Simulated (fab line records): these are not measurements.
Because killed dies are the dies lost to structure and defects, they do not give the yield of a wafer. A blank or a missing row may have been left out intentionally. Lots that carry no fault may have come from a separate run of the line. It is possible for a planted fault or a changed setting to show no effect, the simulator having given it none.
Comparing a struck lot with a sound one + flow sfq line + 3 steps out of a route of 325
Sound: wafers L334.1, L334.3, L334.4. Wafers L335.1, L335.2, L335.3 were the ones struck. Last of all comes the cause.
At each step with rows: each side's tool, then ch and its chambers, then its first start. Under that, the readings that differ: sound wafers + struck wafers + difference of the means + sigmas: that difference in standard deviations of wafers without a fault.
alike: words and numbers the same on both sides, and readings whose means are apart by under 2 such deviations; not compared: readings that were withheld, readings missing a value for some wafer, numbers with overlapping values and no deviation given by the record, and bounds like >300 which may hide the same value.
A row with sigmas, a row that says differs or no value, or rows on one side alone: a step with any of these is where the two part. When numbers do not overlap yet have no deviation, they are printed without sigmas and do not part them. Lack of a reading on every wafer of one side parts them only where that side has two or more wafers.

SFQ_INCOMING_BOW_MEAS_900:
  sound: film metro-04 at day 3 12:00; struck: film metro-04 at day 3 17:00
  alike: INCOMING_BOW
SFQ_TRILAYER_INCOMING_OXIDATION_002: target thk 500 nm, ox time 4939 s.
  struck on furnace-01, day 3 17:07; sound on furnace-02 ch 0, day 3 12:07
  no value came back on the struck wafers for ox temp c (C), ox temp c max, tube_center_temp_C_max, zone power centre pct (%); on the sound wafers ox temp c (C) reads 1000.2 1000.0 1000.4
SFQ_TRILAYER_L0_DEP_SPUTTER_003: material MoNx KI, target thk 40 nm, time 100 s.
  sound: pvd sputter-03 at day 3 14:29; struck: pvd sputter-04 at day 3 19:29
  alike: throttle valve pct

WHERE THEY PART
SFQ_TRILAYER_INCOMING_OXIDATION_002 only, going by this record. Later steps at which nothing parts them and some readings are alike: SFQ_TRILAYER_L0_DEP_SPUTTER_003.

WHY: what the simulator had put in
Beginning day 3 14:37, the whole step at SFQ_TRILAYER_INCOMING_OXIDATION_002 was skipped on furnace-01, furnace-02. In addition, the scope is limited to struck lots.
